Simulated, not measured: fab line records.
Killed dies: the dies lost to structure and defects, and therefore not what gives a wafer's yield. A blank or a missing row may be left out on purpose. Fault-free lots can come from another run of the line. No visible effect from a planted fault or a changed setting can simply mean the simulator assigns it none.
What tool caused it? | flow gf180mcu | 42 wafers from 14 lots sampled at 4 of the route's 602 steps

## WHAT EACH GAUGE READ, for each wafer
GF_M1_THK_MEAS_06: measures by xrf. Usual: M1_ALCU_THK typically reads 450 nm, with standard deviation 3.5.
lot  | measured     | on            | M1_ALCU_THK (nm) | flag
L630 | day 16 00:29 | film_metro-02 | 450 450 449      |
L631 | day 16 13:53 | film_metro-03 | 450 449 451      |
L632 | day 16 23:53 | film_metro-01 | 448 450 443      |
L634 | day 17 12:40 | film_metro-03 | 452 453 451      |
L636 | day 18 10:46 | film_metro-01 | 456 452 456      |
L637 | day 18 23:23 | film_metro-01 | 451 449 449      |
L639 | day 19 19:14 | film_metro-02 | 448 453 451      |
L640 | day 19 22:12 | film_metro-02 | 454 457 453      |
L641 | day 20 07:26 | film_metro-02 | 449 449 455      |
L642 | day 20 15:34 | film_metro-03 | 447 452 449      |
L643 | day 20 22:58 | film_metro-03 | 446 448 448      |
L645 | day 21 15:16 | film_metro-03 | 454 456 453      |
L650 | day 23 11:38 | film_metro-02 | 455 455 454      |
L651 | day 23 19:20 | film_metro-01 | 446 449 448      |

## WHICH TOOL RAN EACH LOT (tool, then ch and the chambers of the sampled wafers, then the start)
lot  | GF_POLY_GATE_DEVELOP_09           | GF_M1_SPUTTER_03             | GF_M1_SPUTTER_04
L630 | litho_track-01 ch 0, day 9 02:21  | pvd_sputter-04, day 16 00:19 | pvd_sputter-04, day 16 00:20
L631 | litho_track-01 ch 0, day 9 11:36  | pvd_sputter-03, day 16 13:43 | pvd_sputter-03, day 16 13:44
L632 | litho_track-01 ch 0, day 9 19:37  | pvd_sputter-04, day 16 23:41 | pvd_sputter-04, day 16 23:43
L634 | litho_track-04 ch 0, day 10 08:53 | pvd_sputter-04, day 17 12:29 | pvd_sputter-04, day 17 12:31
L636 | litho_track-04 ch 0, day 11 00:31 | pvd_sputter-02, day 18 10:35 | pvd_sputter-02, day 18 10:36
L637 | litho_track-03 ch 0, day 11 08:44 | pvd_sputter-02, day 18 23:11 | pvd_sputter-02, day 18 23:13
L639 | litho_track-04 ch 0, day 12 01:52 | pvd_sputter-04, day 19 19:03 | pvd_sputter-04, day 19 19:04
L640 | litho_track-04 ch 0, day 12 04:56 | pvd_sputter-04, day 19 22:00 | pvd_sputter-04, day 19 22:01
L641 | litho_track-03 ch 0, day 12 10:44 | pvd_sputter-04, day 20 07:15 | pvd_sputter-04, day 20 07:16
L642 | litho_track-03 ch 0, day 12 18:59 | pvd_sputter-04, day 20 15:23 | pvd_sputter-04, day 20 15:25
L643 | litho_track-03 ch 0, day 13 01:01 | pvd_sputter-04, day 20 22:46 | pvd_sputter-04, day 20 22:47
L645 | litho_track-04 ch 0, day 13 14:14 | pvd_sputter-04, day 21 15:05 | pvd_sputter-04, day 21 15:07
L650 | litho_track-01 ch 0, day 15 04:53 | pvd_sputter-03, day 23 11:28 | pvd_sputter-03, day 23 11:29
L651 | litho_track-01 ch 0, day 15 11:56 | pvd_sputter-02, day 23 19:10 | pvd_sputter-02, day 23 19:11
- GF_POLY_GATE_DEVELOP_09: develop time 60 s.
- GF_M1_SPUTTER_03: material Ti, target thk 10 nm, time 6.7 s.
- GF_M1_SPUTTER_04: material TiN, target thk 50 nm, time 41.7 s.

## AS READ BY THE TOOLS THEMSELVES (means over the sampled wafers that have a number; for cases with no such wafer, the mark the record gives instead)
GF_POLY_GATE_DEVELOP_09. Usual: developer_temp_C reads 21.02 C (standard deviation 0.1).
lot  | tool           | developer_temp_C (C) | flag
L630 | litho_track-01 | 21.01                |
L631 | litho_track-01 | 20.93                |
L632 | litho_track-01 | 21.07                |
L634 | litho_track-04 | 20.99                |
L636 | litho_track-04 | 21.12                |
L637 | litho_track-03 | 21.01                |
L639 | litho_track-04 | 20.99                |
L640 | litho_track-04 | 21.12                |
L641 | litho_track-03 | 20.87                |
L642 | litho_track-03 | 21.09                |
L643 | litho_track-03 | 21.03                |
L645 | litho_track-04 | 21.03                |
L650 | litho_track-01 | 20.32                | OFF
L651 | litho_track-01 | 20.40                | OFF

GF_M1_SPUTTER_03. Usual: chamber_pressure_pa 0.3000 Pa, standard deviation 0.0006; throttle_valve_pct 29.7 %, standard deviation 1.4.
lot  | tool           | chamber_pressure_pa (Pa) | throttle_valve_pct (%) | flag
L630 | pvd_sputter-04 | 0.2998                   | 30.0                   |
L631 | pvd_sputter-03 | 0.3000                   | 29.5                   |
L632 | pvd_sputter-04 | 0.3004                   | 29.4                   |
L634 | pvd_sputter-04 | 0.3001                   | 28.3                   |
L636 | pvd_sputter-02 | 0.3003                   | 30.4                   |
L637 | pvd_sputter-02 | 0.3000                   | 29.8                   |
L639 | pvd_sputter-04 | 0.2997                   | 31.0                   |
L640 | pvd_sputter-04 | 0.2992                   | 28.5                   |
L641 | pvd_sputter-04 | 0.3002                   | 29.1                   |
L642 | pvd_sputter-04 | 0.3001                   | 28.4                   |
L643 | pvd_sputter-04 | 0.2994                   | 30.9                   |
L645 | pvd_sputter-04 | 0.2998                   | 28.4                   |
L650 | pvd_sputter-03 | 0.3003                   | 29.9                   |
L651 | pvd_sputter-02 | 0.3001                   | 30.6                   |

GF_M1_SPUTTER_04. Usual: chamber_pressure_pa 0.4000 Pa, standard deviation 0.00083; throttle_valve_pct 29.7 %, standard deviation 1.4.
lot  | tool           | chamber_pressure_pa (Pa) | throttle_valve_pct (%) | flag
L630 | pvd_sputter-04 | 0.3998                   | 30.2                   |
L631 | pvd_sputter-03 | 0.4006                   | 29.6                   |
L632 | pvd_sputter-04 | 0.4004                   | 29.4                   |
L634 | pvd_sputter-04 | 0.4002                   | 28.5                   |
L636 | pvd_sputter-02 | 0.3999                   | 30.3                   |
L637 | pvd_sputter-02 | 0.4001                   | 29.8                   |
L639 | pvd_sputter-04 | 0.4005                   | 30.9                   |
L640 | pvd_sputter-04 | 0.4004                   | 28.5                   |
L641 | pvd_sputter-04 | 0.4002                   | 29.2                   |
L642 | pvd_sputter-04 | 0.3998                   | 28.5                   |
L643 | pvd_sputter-04 | 0.3999                   | 30.9                   |
L645 | pvd_sputter-04 | 0.4002                   | 28.6                   |
L650 | pvd_sputter-03 | 0.4001                   | 29.9                   |
L651 | pvd_sputter-02 | 0.4000                   | 30.4                   |

## THE ANSWER, worked out from the rows above alone
Rule: take the mean of a lot's wafers that have a number; if it is more than 3 standard deviations from the usual mean, the lot is off. Also off: a lot with no number at a reading for which 4 or more lots have one. Any other lot the step has rows for is counted as sound. Order of review: gauges by route order, followed by the tools' own readings, for which a lot's mean as printed above is used. The first step at which some lot is off is used, and at that step the reading that is off furthest; a lot without a number counts as furthest.
Off at GF_POLY_GATE_DEVELOP_09 (developer_temp_C): L650, L651.
If a tool, at that step or one of the process steps before it, ran each lot that is off and ran no sound lot following the first of them, it fits. One fits: litho_track-01 at GF_POLY_GATE_DEVELOP_09. A fault onset in the window from L632 (day 9 19:37, its last sound lot) to L650 (day 15 04:53, its first lot off) fits.
On the lots that are off, the tool's own readings at GF_POLY_GATE_DEVELOP_09 differ by more than 5 times the standard deviation of the sound lots' means, which bears it out; developer_temp_C reads 20.36 C there versus 21.02 C on the sound lots.

## WHAT HAD BEEN PUT IN BY THE SIMULATOR
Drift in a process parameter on litho_track-01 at GF_POLY_GATE_DEVELOP_09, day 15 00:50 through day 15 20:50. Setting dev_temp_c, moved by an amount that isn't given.
Struck lots among those shown: L650, L651. The rule above reached the same finding.
